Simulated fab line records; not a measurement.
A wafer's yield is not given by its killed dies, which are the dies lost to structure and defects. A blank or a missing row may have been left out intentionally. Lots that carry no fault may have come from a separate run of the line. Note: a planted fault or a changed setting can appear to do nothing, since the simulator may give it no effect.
The same fault as seen by 2 desks	flow gf180mcu	each desk holds nothing but its own numbers, with what lay behind them at the end

FROM THE METROLOGY DESK
What the gauges read, lot by lot, whatever tool the lot ran on: means of the sampled wafers that have a number. A lot is out of limits, marked OUT, if its mean lies more than 4 standard deviations from the usual mean; the brackets give that distance.
Columns: A = HV_LDD_01_OVL at GF_HV_LDD_OVL_MEAS_20, usual -0.2 nm; B = HV_LDD_2_TW at GF_HV_LDD_TW_MEAS_23, usual 1052; C = HV_LDD_02_OVL at GF_HV_LDD_OVL_MEAS_32, usual 0.0 nm; D = HV_LDD_RS at GF_HV_LDD_RS_MEAS_53, usual 418.6 ohm/sq
lot	first seen here	A	B	C	D
L892	day 11 08:55	1.7	1046	-1.8	418.6
L893	day 11 14:04	0.3	1050	0.1	419.8
L894	day 11 21:49	-1.3	1054	-0.9	417.6
L896	day 12 11:31	-1.3	1047	-1.6	418.9
L897	day 12 20:25	-1.1	1047	-0.4	419.5
L898	day 13 02:55	0.2	1056	1.0	418.8
L900	day 13 18:37	0.6	1037	0.2	418.5
L901	day 14 03:33	-1.9	1048	-1.7	418.3
L902	day 14 06:07	-1.6	1062	0.1	418.0
L903	day 14 21:07	2.6	1062	0.2	418.3
L904	day 15 02:19	0.1	1050	0.1	418.2
L905	day 15 08:06	0.8	1064	1.1	419.4
L911	day 17 07:13	0.1	1052	-0.6	411.6 (-7.6) OUT
L914	day 18 03:58	-1.6	1058	-1.3	411.0 (-8.1) OUT
This desk finds L911, L914 out of limits, with the earliest case on L911 at day 19 10:20 (HV_LDD_RS at GF_HV_LDD_RS_MEAS_53). Within limits: L892, L893, L894, L896, L897, L898, L900, L901, L902, L903, L904, L905.

FOR THE TOOL OWNER'S DESK: implanter-03
The tool's own readings at GF_HV_LDD_IMPLANT_35: means of the sampled wafers that have a number, for each lot that ran on this tool. A lot is out of limits, marked OUT, if its mean lies more than 4 standard deviations from the usual mean; the brackets give that distance.
Columns: A = beam-energy-keV at GF_HV_LDD_IMPLANT_35, usual 60.004; B = end-station-pressure-torr at GF_HV_LDD_IMPLANT_35, usual 5.05e-06 Torr
lot	first seen here	A	B
L892	day 12 05:37	59.990	5.14e-06
L904	day 16 01:13	60.002	5.35e-06
L905	day 16 07:21	59.980	5.12e-06
L911	day 18 07:58	48.916 (-99 or more) OUT	5.24e-06
L914	day 19 05:17	48.912 (-99 or more) OUT	4.98e-06
Finding of this desk: L911, L914 out of limits; the first was L911 at day 18 07:58, on beam-energy-keV at GF_HV_LDD_IMPLANT_35. Within limits: L892, L904, L905.

PUT TOGETHER
An alarm could have come from the tool owner's desk at day 18 07:58, on L911, L914.
An alarm was possible from the metrology desk at day 19 10:20, on L911, L914.
Every lot named ran GF_HV_LDD_IMPLANT_35 on implanter-03.

WHAT HAD BEEN PUT IN BY THE SIMULATOR
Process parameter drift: implanter-03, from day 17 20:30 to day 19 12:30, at GF_HV_LDD_IMPLANT_35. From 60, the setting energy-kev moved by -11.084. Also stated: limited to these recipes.
Shown lots that were struck: L911, L914.
Counting hours from when the fault started, the first reading out of limits came at 11 for the tool owner's desk and at 38 for the metrology desk.
